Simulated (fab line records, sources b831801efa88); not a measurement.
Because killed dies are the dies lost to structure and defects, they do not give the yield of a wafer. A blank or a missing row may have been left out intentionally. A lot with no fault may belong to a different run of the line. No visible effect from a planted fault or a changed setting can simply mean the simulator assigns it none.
fab line records | flow sky130
record: lots: 11 wafers: 33 lastDay: 50
route steps=708 shown VT_ADJUST_LVTN@117 VT_ADJUST_HVTR@142 POLY_GATE@234 LDD_HVP@285
lots with no fault: from the same line, run without faults
startH: start of the lot's first displayed wafer, in hours after the record's first day | waitH: how many hours have passed since the lot's step before this one | " as in the row above | L1.1+2: a single row standing in for several wafers | - no value, or no start given | * or withheld: withheld | < > ~ a bound
route shown NAME@n: NAME is a module with steps in the file, n the number in the route of the first one | usual: mean and standard deviation over wafers with no fault | same: alike in all rows | chamber/n: place in a boat | sites: each site's reading | _std_site: the standard deviation of these | _edge_site: mean of outer sites minus mean of inner sites | radiusMm: how far each site lies from the wafer's centre | mask NAME#n: copy n | behind: the tool/chamber that last shaped the wafer | hold: the reason the lot was held/the length of the hold in hours/how it ended | device: whichever transistor did not switch (one of n, p or np) | end of line: tests run on the same wafers once the route is complete | for a step that has no rows: nothing shown but its recipe | killed: at the first sort, the dies lost to defects and structure; wafer yield is something else | map: a wafer's dies, marking killed ones x, the rest . and places with no die _
set.NAME: the run value of the setting; set.NAME@STEP: its run value at that earlier step | model.NAME: the simulator's own value behind a step, which no gauge read
one table for each step of the route and one row for each wafer, over a sample of lots
services: a tool's chamber out of use, with start hour (startH, from the record's first day; less than 0 if before it), hours out, and reason
== steps ==
step: SKY_VT_ADJUST_LVTN_STRIP_20
recipe: chemistry: O2/N2 powerW: 1400 pressureMtorr: 1500 platenTempC: withheld o2FlowSccm: 3000 n2FlowSccm: 300 overashFraction: 0.5
usual: drypumpMotorCurrentA: 5.54/0.26 oesProductAu: 0.715/0.0044 stripTimeToEndpointS: 14.20/0.043
columns lot.wafer tool chamber startH waitH drypumpMotorCurrentA oesProductAu rfHoursCounterH stripTimeToEndpointS
L518.2 plasmaAsher-04 1 168.85 0.1 5.70 0.723 50 14.15
L518.3 " 0 " " 5.57 0.718 - 14.14
L518.4 " 1 " " 5.73 0.718 - 14.15
L519.1 plasmaAsher-03 0 173.75 0.1 5.41 0.715 47 14.18
L519.4 " 1 " " 5.42 0.711 - 14.14
L519.5 " 0 " " 5.39 0.712 - 14.13
L520.1 plasmaAsher-04 1 186.53 0.1 5.67 0.718 52 14.22
L520.4 " 1 " " 5.70 0.711 - 14.18
L520.6 " 1 " " 5.70 0.717 - 14.22
L521.1 plasmaAsher-04 0 192.60 0.1 5.56 0.705 53 14.22
L521.3 " 0 " " 5.55 0.715 - 14.25
L521.6 " 0 " " 5.55 0.722 - 14.24
L522.1 plasmaAsher-04 0 198.55 0.1 5.56 0.714 53 14.13
L522.2 " 1 " " 5.69 0.708 53 14.15
L522.6 " 1 " " 5.67 0.713 - 14.21
L524.2 plasmaAsher-04 0 215.00 0.1 5.56 0.718 56 14.23
L524.5 " 1 " " 5.70 0.717 - 14.24
L524.6 " 0 " " 5.56 0.714 - 14.24
L525.1 plasmaAsher-04 1 221.33 0.1 5.70 0.714 57 14.28
L525.2 " 0 " " 5.56 0.715 57 14.22
L525.3 " 1 " " 5.66 0.714 - 14.22
L532.1 plasmaAsher-03 0 267.00 0.1 5.39 0.719 56 14.25
L532.3 " 0 " " 5.37 0.718 - 14.27
L532.6 " 1 " " 5.44 0.713 - 14.24
L534.3 plasmaAsher-04 1 282.11 0.1 5.69 0.712 - 14.17
L534.4 " 0 " " 5.53 0.711 - 14.16
L534.5 " 0 " " 5.54 0.719 - 14.16
L537.3 plasmaAsher-04 0 300.26 0.1 5.54 0.710 - 14.17
L537.4 " 1 " " 5.71 0.717 - 14.20
L537.6 " 0 " " 5.55 0.708 - 14.16
L539.2 plasmaAsher-04 1 315.88 0.1 5.72 0.709 66 14.13
L539.3 " 0 " " 5.53 0.721 - 14.13
L539.5 " 0 " " 5.53 0.716 - 14.19
step: SKY_VT_ADJUST_HVTR_TW_MEAS_11
usual: VT_ADJUST_HVTR_TW: 209.5/1.2
columns lot.wafer tool chamber startH waitH VT_ADJUST_HVTR_TW
L518.2 filmMetro-02 - 210.81 0.1 206.5
L518.3 " - " " 208.2
L518.4 " - " " 207.1
L519.1 filmMetro-02 - 218.07 0.1 209.4
L519.4 " - " " 208.1
L519.5 " - " " 208.6
L520.1 filmMetro-04 - 231.87 0.1 210.3
L520.4 " - " " 210.7
L520.6 " - " " 209.3
L521.1 filmMetro-04 - 239.35 0.1 209.8
L521.3 " - " " 210.1
L521.6 " - " " 209.6
L522.1 filmMetro-02 - 244.72 0.1 207.5
L522.2 " - " " 207.0
L522.6 " - " " 207.0
L524.2 filmMetro-04 - 262.16 0.1 209.4
L524.5 " - " " 207.9
L524.6 " - " " 209.0
L525.1 filmMetro-04 - 269.25 0.1 211.1
L525.2 " - " " 211.0
L525.3 " - " " 210.4
L532.1 filmMetro-02 - 317.54 0.1 207.4
L532.3 " - " " 208.6
L532.6 " - " " 207.9
L534.3 filmMetro-04 - 335.57 0.1 210.3
L534.4 " - " " 210.7
L534.5 " - " " 208.9
L537.3 filmMetro-01 - 353.66 0.1 210.1
L537.4 " - " " 209.3
L537.6 " - " " 209.7
L539.2 filmMetro-04 - 369.85 0.1 210.8
L539.3 " - " " 211.4
L539.5 " - " " 210.5
step: SKY_POLY_GATE_OXIDATION_20
recipe: tempC: 850 ambient: O2 stabiliseS: 600 purgeS: 300 targetThkA: 40 oxTimeS: 899
usual: spikeTcBottomC: 867.2/2.6 spikeTcCentreC: 850.6/1.2 spikeTcLowerC: 850.8/1.2 spikeTcTopC: 861.5/2.6 spikeTcUpperC: 848.6/1 tubeCenterTempC: 850/0.083 tube_center_temp_C_max: 852.2/0.33 zonePowerLowerPct: 16.9/1.8 zonePowerUpperPct: 17.3/0.88
same: purgeS: 300
columns lot.wafer tool chamber startH waitH spikeTcBottomC spikeTcCentreC spikeTcLowerC spikeTcTopC spikeTcUpperC tubeCenterTempC tube_center_temp_C_max zonePowerLowerPct zonePowerUpperPct
L518.2 furnace-01 0 380.53 4.0 864.0 850.0 850.2 861.2 850.3 849.98 852.6 15.6 16.5
L518.3 " 0 " " 865.4 852.1 850.8 860.5 848.0 850.15 852.3 15.6 16.5
L518.4 " 0 " " 865.8 851.0 851.1 858.5 849.3 849.99 851.8 15.3 16.4
L519.1 furnace-01 0 393.15 7.2 864.9 850.1 848.1 859.9 847.6 849.98 852.1 15.2 16.4
L519.4 " 0 " " 865.3 851.7 850.1 859.2 849.6 849.89 853.0 15.5 16.4
L519.5 " 0 " " 865.9 851.1 849.6 859.5 848.3 850.04 852.3 15.4 16.7
L520.1 furnace-01 0 413.22 5.8 865.8 849.6 849.7 858.9 848.6 850.04 852.7 15.3 16.7
L520.4 " 0 " " 863.7 851.3 851.3 859.7 848.1 849.98 852.6 15.7 16.6
L520.6 " 0 " " 864.7 850.5 849.9 859.0 849.1 849.92 851.9 15.6 16.9
L522.1 furnace-02 0 421.42 1.7 868.5 849.8 849.9 865.6 848.6 850.04 852.2 19.2 18.0
L522.2 " 0 " " 869.9 848.3 851.7 865.5 848.9 850.09 852.4 19.2 18.3
L522.6 " 0 " " 869.2 850.6 850.2 862.2 849.1 850.05 852.0 19.0 18.7
L521.1 furnace-01 0 423.00 0.9 866.7 850.5 850.0 859.0 848.3 849.9 851.8 15.4 16.5
L521.3 " 0 " " 865.7 851.0 850.5 861.1 848.9 849.96 852.2 15.2 16.6
L521.6 " 0 " " 863.2 849.7 851.2 859.1 848.2 850.02 852.0 15.3 16.5
L524.2 furnace-02 0 455.62 0.4 869.1 851.2 850.0 865.5 852.1 849.96 852.4 19.1 18.5
L524.5 " 0 " " 869.1 850.2 851.1 864.9 850.4 849.88 852.3 19.2 18.2
L524.6 " 0 " " 869.2 850.0 851.0 865.4 849.5 850.01 852.3 19.2 18.3
L525.1 furnace-01 0 466.03 1.7 864.6 848.5 849.1 859.1 849.3 849.88 851.9 15.5 16.3
L525.2 " 0 " " 866.3 853.6 849.3 860.6 849.2 849.99 852.4 15.6 16.4
L525.3 " 0 " " 863.6 850.5 851.3 859.2 849.0 849.9 851.7 15.2 16.6
L532.1 furnace-02 0 513.76 0.0 878.3 859.3 860.1 874.1 857.6 859.14 861.3 19.9 18.7
L532.3 " 0 " " 877.3 858.4 859.5 873.1 858.0 859.14 861.1 19.4 19.1
L532.6 " 0 " " 877.6 858.6 861.1 873.0 857.3 859.13 860.9 19.5 18.8
L534.3 furnace-02 0 529.08 0.0 879.0 859.7 862.3 873.4 856.7 859.23 860.9 19.4 18.6
L534.4 " 0 " " 880.0 859.3 861.8 874.0 855.7 859.26 860.9 19.1 18.6
L534.5 " 0 " " 880.6 858.6 860.7 873.2 857.4 859.22 860.8 19.7 18.8
L537.3 furnace-01 0 547.21 0.0 863.9 851.5 848.3 860.4 848.7 849.86 851.7 15.4 16.7
L537.4 " 0 " " 865.0 850.2 848.9 858.6 848.6 849.95 852.0 15.5 16.2
L537.6 " 0 " " 864.3 851.4 850.3 860.6 849.0 849.98 852.3 15.4 16.3
L539.2 furnace-01 0 567.63 0.0 864.0 851.2 851.4 859.6 850.4 849.97 853.0 15.6 16.5
L539.3 " 0 " " 864.3 852.9 851.3 859.1 847.8 849.85 852.1 15.4 16.7
L539.5 " 0 " " 865.8 848.7 850.9 859.7 847.6 849.85 852.4 15.4 16.3
step: SKY_POLY_GATE_THK_MEAS_21
recipe: reads: SiO2_of_POLY_GATE_OXIDATION_20
usual: POLY_GATE_OXIDATION_THK: 4.00/0.072
columns lot.wafer tool chamber startH waitH POLY_GATE_OXIDATION_THK[nm]
L518.2 filmMetro-03 - 381.79 0.0 3.84
L518.3 " - " " 3.81
L518.4 " - " " 3.86
L519.1 filmMetro-03 - 394.40 0.0 3.87
L519.4 " - " " 3.90
L519.5 " - " " 3.81
L520.1 filmMetro-02 - 414.47 0.0 3.97
L520.4 " - " " 3.98
L520.6 " - " " 3.98
L522.1 filmMetro-03 - 422.67 0.0 4.04
L522.2 " - " " 4.03
L522.6 " - " " 4.04
L521.1 filmMetro-03 - 424.25 0.0 4.01
L521.3 " - " " 3.94
L521.6 " - " " 4.02
L524.2 filmMetro-04 - 456.88 0.0 4.02
L524.5 " - " " 3.95
L524.6 " - " " 4.07
L525.1 filmMetro-03 - 467.28 0.0 4.12
L525.2 " - " " 4.14
L525.3 " - " " 4.16
L532.1 filmMetro-02 - 515.01 0.0 4.44
L532.3 " - " " 4.40
L532.6 " - " " 4.42
L534.3 filmMetro-04 - 530.35 0.0 4.52
L534.4 " - " " 4.55
L534.5 " - " " 4.46
L537.3 filmMetro-02 - 548.48 0.0 3.96
L537.4 " - " " 4.09
L537.6 " - " " 4.04
L539.2 filmMetro-02 - 568.89 0.0 3.99
L539.3 " - " " 4.01
L539.5 " - " " 3.97
step: SKY_LDD_HVP_OVL_MEAS_07
usual: LDD_HVP_OVL: -0.5/1.3
columns lot.wafer tool chamber startH waitH LDD_HVP_OVL[nm]
L518.2 overlay-02 - 503.47 0.1 1.0
L518.3 " - " " 0.2
L518.4 " - " " -1.5
L519.1 overlay-02 - 516.52 0.1 1.5
L519.4 " - " " -1.6
L519.5 " - " " 2.0
L520.1 overlay-01 - 538.67 0.1 1.4
L520.4 " - " " 0.1
L520.6 " - " " -0.4
L522.1 overlay-01 - 546.99 0.1 -2.3
L522.2 " - " " -1.3
L522.6 " - " " -0.2
L521.1 overlay-01 - 548.22 0.1 0.9
L521.3 " - " " 0.9
L521.6 " - " " -0.4
L524.2 overlay-02 - 580.37 0.1 -0.3
L524.5 " - " " 1.4
L524.6 " - " " 0.4
L525.1 overlay-01 - 590.42 0.1 -2.7
L525.2 " - " " -3.3
L525.3 " - " " -0.7
L532.1 overlay-01 - 636.12 0.1 2.5
L532.3 " - " " -0.8
L532.6 " - " " -0.9
L534.3 overlay-01 - 649.25 0.1 1.0
L534.4 " - " " 1.7
L534.5 " - " " 0.0
L537.3 overlay-02 - 667.85 0.1 -1.3
L537.4 " - " " 0.9
L537.6 " - " " -0.1
L539.2 overlay-02 - 686.69 0.1 -0.4
L539.3 " - " " -1.2
L539.5 " - " " -0.4
== services ==
columns tool chamber startH hours kind
furnace-01 - 151.63 3.3 pm
furnace-02 - 171.12 3.3 pm
plasmaAsher-04 - 187.11 1.5 repair
plasmaAsher-03 - 208.25 1.2 repair
furnace-02 - 231.94 2.7 pm
plasmaAsher-03 - 236.83 0.5 repair
plasmaAsher-03 - 274.50 0.9 repair
furnace-01 - 290.43 4.1 pm
furnace-01 - 320.26 3.0 pm
plasmaAsher-04 - 337.86 1.8 repair
furnace-01 - 397.16 11.7 pm
furnace-02 - 409.61 3.5 pm
plasmaAsher-03 - 421.25 9.0 pm
plasmaAsher-03 0 421.25 9.0 ventCycle
plasmaAsher-03 1 421.25 9.0 ventCycle
plasmaAsher-03 0 430.25 - clean
plasmaAsher-03 1 430.25 - clean
plasmaAsher-03 - 431.08 2.7 repair
plasmaAsher-04 - 441.68 1.2 repair
furnace-01 - 487.70 2.9 pm
furnace-02 - 567.52 4.1 pm
== key ==
firstSign: step: SKY_POLY_GATE_OXIDATION_20 reading: tubeCenterTempC direction: up sigmas: 99+ usual: * struck: *
effect: step: SKY_POLY_GATE_OXIDATION_20 reading: tube_center_temp_C_max direction: up sigmas: 27 usual: * struck: *
effect: step: SKY_POLY_GATE_THK_MEAS_21 reading: POLY_GATE_OXIDATION_THK direction: up sigmas: 6.5 usual: 4.00 struck: 4.46
metAt SKY_POLY_GATE_OXIDATION_20
struckLots L532,L534
testerLeftOut L532,L534
notActingAt SKY_VT_ADJUST_LVTN_STRIP_20,SKY_VT_ADJUST_HVTR_TW_MEAS_11,SKY_LDD_HVP_OVL_MEAS_07
onsetBetween 455.62 513.76
fault: kind: processParameterDrift tool: furnace-02 chamber: - onsetH: 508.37 steps: SKY_POLY_GATE_OXIDATION_20 channel: tempC offset: * shape: step endH: 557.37 actsIn: * stated: *
testerLeftOut: of these lots the tester's yield and bins aren't shown, on N5 and GAA mostly nor the transistor test; their killed dies are dies lost to structure and defects alone, not to doping, threshold or leakage, so they don't give the yield
